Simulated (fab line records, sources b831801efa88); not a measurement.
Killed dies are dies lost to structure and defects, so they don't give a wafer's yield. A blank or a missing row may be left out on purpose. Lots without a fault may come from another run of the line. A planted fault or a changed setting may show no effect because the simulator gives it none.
fab line records | flow gf180mcu
record lots=6 wafers=18 last_day=34
route steps=602 shown M4@474 V4@476
lots that met no fault: from a run of the same line without faults
start_h: hours from the record's first day to the start of the lot's first wafer shown | wait_h: hours since the lot's step before | " the same as in the row above | L1.1+2: a row that stands for several wafers | - no value, or no start given | * or withheld: withheld | < > ~ a bound
route shown NAME@n: a module of which the file shows steps, and the number in the route of the first | usual: mean/standard deviation of fault-free wafers | same: alike in all rows | chamber/n: place in a boat | sites: the reading at each site | _std_site: their standard deviation | _edge_site: outer sites' mean less inner sites' | radius_mm: how far each site lies from the wafer's centre | mask NAME#n: copy n | behind: the tool/chamber that last shaped the wafer | hold: why the lot was held/for how many hours/how that ended | device: the transistor (n, p or np) that didn't switch | end of line: the same wafers' tests at the end of the route | a step without rows: its recipe alone | killed: dies lost to structure and defects at the first sort, not the wafer's yield | map: a wafer's dies, x killed, . not, _ none there
set.NAME: the setting as run; set.NAME@STEP: as run at that earlier step | model.NAME: the simulator's own value behind a step, which no gauge read
lots at some steps of the route; a table a step, a row a wafer
services: from which hour (start_h, from the record's first day; less than 0 if before it) a tool's chamber was out of use, for how many hours, and why
## steps
# step GF_M4_STRIP_18
# recipe chemistry=post_etch_residue_remover time_s=1200 temp_c=72.5
# step GF_M4_CLEAN_19
# recipe chemistry=DIW dry=n2_spin
# step GF_V4_CVD_00
# recipe material=SiO2 target_thk_nm=600 sigma_open_frac=0.3 temp_c=400 time_s=100 sih4_flow_sccm=60 pressure_mtorr=6
# step GF_V4_THK_MEAS_01
# recipe reads=SiO2_of_V4_CVD_00
# usual V4_CVD_00_THK=600/6.6
# columns lot.wafer tool chamber start_h wait_h V4_CVD_00_THK[nm]
L557.1 film_metro-01 - 543.85 0.0 599
L557.2 " - " " 591
L557.3 " - " " 604
L558.2 film_metro-03 - 558.08 0.0 588
L558.5 " - " " 580
L558.6 " - " " 593
L562.2 film_metro-03 - 584.86 0.0 590
L562.3 " - " " 593
L562.6 " - " " 591
L565.1 film_metro-03 - 609.76 0.0 604
L565.3 " - " " 597
L565.5 " - " " 595
L574.3 film_metro-03 - 695.83 0.1 600
L574.4 " - " " 589
L574.5 " - " " 606
L579.3 film_metro-02 - 721.11 0.1 608
L579.5 " - " " 597
L579.6 " - " " 603
# step GF_V4_CVD_02
# recipe material=SiO2 target_thk_nm=850 precursor=TEOS temp_c=400 time_s=94.851 rf_w=600
# usual heater_power_w=610/80 rf_fwd_power_W=596.2/2.2
# columns lot.wafer tool chamber start_h wait_h heater_power_w rf_fwd_power_W
L557.1 pecvd-04 2 543.91 0.1 580 595.6
L557.2 " 0 " " 600 599.7
L557.3 " 1 " " 707 596.3
L558.2 pecvd-01 2 558.13 0.0 472 595.0
L558.5 " 2 " " 501 594.5
L558.6 " 1 " " 609 593.8
L562.2 pecvd-04 1 584.91 0.0 700 598.4
L562.3 " 0 " " 601 596.0
L562.6 " 0 " " 511 596.7
L565.1 pecvd-01 1 609.82 0.1 603 596.1
L565.3 " 0 " " 653 595.1
L565.5 " 0 " " 684 593.7
L574.3 pecvd-01 2 695.87 0.0 518 597.9
L574.4 " 1 " " 615 590.4
L574.5 " 0 " " 635 596.9
L579.3 pecvd-04 2 721.15 0.0 643 597.4
L579.5 " 0 " " 594 597.3
L579.6 " 2 " " 685 596.5
# step GF_V4_THK_MEAS_03
# recipe reads=SiO2_of_V4_CVD_02
# usual V4_CVD_02_THK=850/12
# columns lot.wafer tool chamber start_h wait_h V4_CVD_02_THK[nm]
L557.1 film_metro-02 - 543.98 0.0 835
L557.2 " - " " 833
L557.3 " - " " 841
L558.2 film_metro-03 - 558.21 0.0 837
L558.5 " - " " 842
L558.6 " - " " 859
L562.2 film_metro-01 - 584.99 0.0 846
L562.3 " - " " 845
L562.6 " - " " 855
L565.1 film_metro-01 - 609.89 0.0 857
L565.3 " - " " 851
L565.5 " - " " 861
L574.3 film_metro-01 - 695.96 0.1 841
L574.4 " - " " 857
L574.5 " - " " 848
L579.3 film_metro-02 - 721.24 0.1 838
L579.5 " - " " 848
L579.6 " - " " 850
# step GF_V4_CMP_04
# recipe material=SiO2 down_force_psi=4 platen_rpm=60 pad_velocity_m_s=0.94248
# usual motor_current_A=11.4/0.86 time_to_endpoint_s=78/5.2
# columns lot.wafer tool chamber start_h wait_h motor_current_A time_to_endpoint_s
L557.2 cmp-01 3 544.04 0.0 10.6 70
L557.3 " 1 " " 11.8 78
L557.1 " 2 " " 10.3 72
L558.2 cmp-01 3 558.36 0.1 10.1 71
L558.5 " 1 " " 11.6 73
L558.6 " 2 " " 10.7 78
L562.2 cmp-01 0 585.04 0.0 11.9 76
L562.3 " 2 " " 10.7 76
L562.6 " 1 " " 11.2 84
L565.1 cmp-01 0 610.05 0.1 12.9 74
L565.3 " 1 " " 11.8 81
L565.5 " 3 " " 10.2 83
L574.4 cmp-02 2 696.40 0.4 10.6 82
L574.3 " 0 " " 11.7 75
L574.5 " 2 " " 10.5 78
L579.3 cmp-02 0 721.28 0.0 11.7 73
L579.5 " 0 " " 10.8 80
L579.6 " 1 " " 12.1 83
# step GF_V4_BOW_MEAS_05
# recipe mode=bow
# usual V4_BOW=136/8.6
# columns lot.wafer tool chamber start_h wait_h V4_BOW[um]
L557.1 film_metro-01 - 544.34 0.1 137
L557.2 " - " " 152
L557.3 " - " " 143
L558.2 film_metro-03 - 558.58 0.2 129
L558.5 " - " " 131
L558.6 " - " " 138
L562.2 film_metro-02 - 585.36 0.3 126
L562.3 " - " " 129
L562.6 " - " " 135
L565.1 film_metro-02 - 610.25 0.1 134
L565.3 " - " " 137
L565.5 " - " " 145
L574.3 film_metro-02 - 696.69 0.1 143
L574.4 " - " " 146
L574.5 " - " " 139
L579.3 film_metro-02 - 721.62 0.3 139
L579.5 " - " " 138
L579.6 " - " " 146
# step GF_V4_DEHYDRATE_06
# recipe temp_c=200 time_s=60
# step GF_V4_HMDS_07
# recipe prime_time_s=60 prime_temp_c=120
# step GF_V4_COAT_08
# recipe resist=BARC temp_c=withheld time_s=withheld spin_rpm=withheld resist_thk_nm=withheld
# step GF_V4_COAT_09
# recipe resist=KrF spin_rpm=withheld resist_thk_nm=1000
# step GF_V4_SOFTBAKE_10
# recipe temp_c=130 time_s=60 resist=KrF
# usual plate_temp_C=129.98/0.12 run_length_s=89.18/0.12
# columns lot.wafer tool chamber start_h wait_h plate_temp_C run_length_s
L557.1 litho_track-02 0 555 - 130.07 89.11
L557.2 " 0 " " 130.04 89.23
L557.3 " 0 " " 130.13 89.32
L558.2 litho_track-04 0 569 - 129.85 89.14
L558.5 " 0 " " 130.03 89.02
L558.6 " 0 " " 130.03 89.04
L562.2 litho_track-02 0 595 - 130.07 89.22
L562.3 " 0 596 - 130.08 89.21
L562.6 " 0 " " 129.96 89.41
L565.1 litho_track-01 0 620 - 129.69 89.05
L565.3 " 0 " " 129.72 89.13
L565.5 " 0 621 - 129.80 89.42
L574.3 litho_track-01 0 705 - 130.10 103.78
L574.4 " 0 706 - 129.99 89.39
L574.5 " 0 " " 129.89 103.79
L579.3 litho_track-01 0 730 - 130.06 103.92
L579.5 " 0 " " 130.03 104.04
L579.6 " 0 " " 129.96 89.11
# step GF_V4_EXPOSE_11
# recipe mask_id=Via4 target_cd_nm=260 na=0.68 source_shape=conventional sigma_outer=0.6 dose_mj=38
# step GF_V4_PEB_12
# recipe peb_temp_c=135 peb_time_s=90 resist=KrF
# step GF_V4_DEVELOP_13
# recipe develop_time_s=60 resist=KrF dev_temp_c=21
# step GF_V4_CD_MEAS_14
# recipe target_cd_nm=260
# usual cd_nm=259.2/1.3
# columns lot.wafer tool chamber start_h wait_h cd_nm
L557.1 cd_sem-02 - 566.53 0.1 260.9
L557.2 " - " " 261.8
L557.3 " - " " 260.8
L558.2 cd_sem-01 - 580.62 0.1 258.6
L558.5 " - " " 259.2
L558.6 " - " " 259.3
L562.2 cd_sem-02 - 606.72 0.1 257.8
L562.3 " - " " 259.6
L562.6 " - " " 259.1
L565.1 cd_sem-01 - 631.05 0.1 258.9
L565.3 " - " " 259.2
L565.5 " - " " 259.3
L574.3 cd_sem-01 - 714.94 0.1 261.0
L574.4 " - " " 258.1
L574.5 " - " " 261.0
L579.3 cd_sem-02 - 739.04 0.1 262.9
L579.5 " - " " 263.4
L579.6 " - " " 260.4
# step GF_V4_OVL_MEAS_15
# usual V4_OVL=-2/5.2
# columns lot.wafer tool chamber start_h wait_h V4_OVL[nm]
L557.1 overlay-01 - 566.65 0.1 -2
L557.2 " - " " 2
L557.3 " - " " -1
L558.2 overlay-01 - 580.73 0.1 -4
L558.5 " - " " -6
L558.6 " - " " -4
L562.2 overlay-01 - 606.83 0.1 5
L562.3 " - " " -2
L562.6 " - " " 0
L565.1 overlay-01 - 631.17 0.1 -8
L565.3 " - " " -2
L565.5 " - " " 0
L574.3 overlay-02 - 715.03 0.1 -7
L574.4 " - " " 4
L574.5 " - " " -1
L579.3 overlay-01 - 739.13 0.1 0
L579.5 " - " " -4
L579.6 " - " " -5
# step GF_V4_ETCH_16
# recipe chemistry=N2/H2 target_depth_a=withheld overetch_a=withheld time_s=withheld target=BARC ion_energy_ev=200 source_w=500 bias_w=100 pressure_mtorr=30 n2_flow_sccm=100 h2_flow_sccm=200
# usual drypump_motor_current_A=5.6/0.48 h2_flow_sccm=200.0/0.63 oes_product_au=0.855/0.0053 rf_fwd_power_W=494.1/2.6 throttle_valve_pct=13.225/0.0089
# columns lot.wafer tool chamber start_h wait_h drypump_motor_current_A h2_flow_sccm oes_product_au rf_fwd_power_W throttle_valve_pct model.V4.cd_nm
L557.1 rie_diel-01 2 566.69 0.0 5.6 200.6 0.854 491.7 13.231 261.3
L557.2 " 1 " " 6.5 199.3 0.849 491.6 13.218 261.3
L557.3 " 3 " " 4.9 199.2 0.848 489.6 13.229 260.2
L558.2 rie_diel-02 2 580.76 0.0 5.6 199.8 0.855 497.4 13.227 258.7
L558.5 " 1 " " 4.8 199.9 0.856 497.7 13.234 259.1
L558.6 " 2 " " 5.6 200.2 0.856 497.5 13.234 258.8
L562.2 rie_diel-04 0 606.86 0.0 6.0 199.3 0.856 497.1 13.239 257.9
L562.3 " 2 " " 5.9 200.3 0.865 495.1 13.219 259.8
L562.6 " 0 " " 6.0 198.8 0.861 497.4 13.216 258.4
L565.1 rie_diel-02 0 631.21 0.0 6.0 199.2 0.848 492.2 13.224 259.7
L565.3 " 3 " " 5.4 200.3 0.854 494.5 13.225 259.3
L565.5 " 2 " " 5.6 199.7 0.853 496.6 13.229 258.6
L574.3 rie_diel-04 3 715.06 0.0 6.1 200.6 0.854 497.6 13.224 260.4
L574.4 " 1 " " 5.4 200.3 0.854 495.3 13.225 257.5
L574.5 " 2 " " 5.9 200.2 0.854 493.4 13.226 260.7
L579.3 rie_diel-01 2 739.16 0.0 5.5 200.3 0.857 493.0 13.217 263.6
L579.5 " 3 " " 4.9 201.0 0.863 491.4 13.221 262.8
L579.6 " 0 " " 5.6 199.9 0.862 494.1 13.227 260.1
# step GF_V4_ETCH_17
# recipe chemistry=C4F8/O2/Ar mask_material=KrF target=SiO2 stop_on=TiN source_w=1500 bias_w=1200 pressure_mtorr=40 c4f8_flow_sccm=withheld O2_flow_sccm=6 Ar_flow_sccm=300 time_s=withheld target_depth_a=6300
# usual oes_product_au=0.856/0.0045 rf_fwd_power_W=1492/5.6
# columns lot.wafer tool chamber start_h wait_h oes_product_au rf_fwd_power_W model.V4.cd_nm
L557.1 rie_diel-01 2 - - 0.858 1487 261.2
L557.2 " 1 " " 0.862 1489 260.6
L557.3 " 3 " " 0.858 1476 259.8
L558.2 rie_diel-02 2 - - 0.851 1492 258.8
L558.5 " 1 " " 0.850 1498 259.6
L558.6 " 2 " " 0.858 1493 258.7
L562.2 rie_diel-04 0 - - 0.856 1492 258.5
L562.3 " 2 " " 0.847 1494 259.9
L562.6 " 0 " " 0.853 1499 258.5
L565.1 rie_diel-02 0 - - 0.853 1480 259.7
L565.3 " 3 " " 0.862 1495 258.8
L565.5 " 2 " " 0.860 1503 258.3
L574.3 rie_diel-04 3 - - 0.863 1494 260.5
L574.4 " 1 " " 0.852 1497 257.1
L574.5 " 2 " " 0.854 1500 260.7
L579.3 rie_diel-01 2 - - 0.861 1490 263.5
L579.5 " 3 " " 0.853 1485 263.2
L579.6 " 0 " " 0.857 1490 260.4
# step GF_V4_STRIP_18
# recipe chemistry=O2/N2 power_w=1400 pressure_mtorr=1500 platen_temp_c=250 o2_flow_sccm=3000 n2_flow_sccm=300 overash_fraction=0.5
# usual drypump_motor_current_A=5.9/0.43 heater_power_w=309/13 oes_product_au=0.593/0.0049
# columns lot.wafer tool chamber start_h wait_h drypump_motor_current_A heater_power_w oes_product_au rf_hours_counter_h
L557.1 plasma_asher-03 0 566.82 - 5.9 311 0.600 75
L557.2 " 1 " " 6.6 308 0.593 75
L557.3 " 1 " " 6.6 297 0.594 -
L558.2 plasma_asher-01 1 580.89 - 5.6 281 0.581 17
L558.5 " 1 " " 5.5 282 0.596 -
L558.6 " 0 " " 6.0 303 0.592 -
L562.2 plasma_asher-03 1 606.99 - 6.6 312 0.597 79
L562.3 " 0 " " 5.9 306 0.595 -
L562.6 " 1 " " 6.5 301 0.588 -
L565.1 plasma_asher-03 0 631.34 - 5.9 317 0.599 81
L565.3 " 0 " " 5.9 315 0.590 -
L565.5 " 0 " " 5.9 310 0.592 -
L574.3 plasma_asher-03 0 715.22 - 5.9 311 0.596 -
L574.4 " 1 " " 6.6 299 0.589 -
L574.5 " 0 " " 5.9 304 0.602 -
L579.3 plasma_asher-03 0 739.32 - 5.9 313 0.592 -
L579.5 " 1 " " 6.6 304 0.594 -
L579.6 " 0 " " 5.9 315 0.591 -
## services
# columns tool chamber start_h hours kind
rie_diel-01 1 524.34 11.8 repair
rie_diel-04 - 530.59 2.8 pm
pecvd-04 - 544.89 0.3 repair
rie_diel-01 0 548.48 6.1 repair
rie_diel-01 - 550.21 14.6 pm
cmp-01 - 550.66 3.8 repair
rie_diel-04 1 580.13 2.0 repair
pecvd-04 - 591.12 14.0 pm
rie_diel-02 - 593.00 15.6 pm
pecvd-01 2 620.51 4.0 repair
cmp-01 - 624.35 0.9 repair
rie_diel-02 - 626.62 0.2 repair
rie_diel-01 - 628.29 4.3 pm
pecvd-01 1 633.95 26.5 repair
pecvd-04 0 639.68 5.0 repair
rie_diel-04 1 659.29 30.3 repair
rie_diel-01 1 677.23 10.3 repair
pecvd-04 2 679.84 4.0 repair
cmp-01 - 695.65 38.3 repair
pecvd-01 0 714.42 12.7 repair
rie_diel-04 1 724.67 6.6 repair
rie_diel-01 - 729.82 2.3 repair
rie_diel-02 2 732.18 8.9 repair
rie_diel-02 - 734.95 1.5 repair
## key
first_sign step=GF_V4_SOFTBAKE_10 reading=run_length_s direction=up sigmas=99+ usual=* struck=*
effect step=GF_V4_CD_MEAS_14 reading=cd_nm direction=up sigmas=2.2 usual=259.2 struck=262.1
model_effect step=GF_V4_ETCH_16 value=V4.cd_nm without=259.4 struck=261.9
model_effect step=GF_V4_ETCH_17 value=V4.cd_nm without=259.5 struck=262
met_at GF_V4_SOFTBAKE_10
struck_wafers L574.3,L574.5,L579.3,L579.5
onset_between 620 705
fault kind=process_parameter_drift tool=litho_track-01 chamber=- onset_h=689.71 steps=GF_V4_SOFTBAKE_10 channel=time_s offset=* shape=step end_h=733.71 scope=struck_wafers_only acts_in=* stated=*
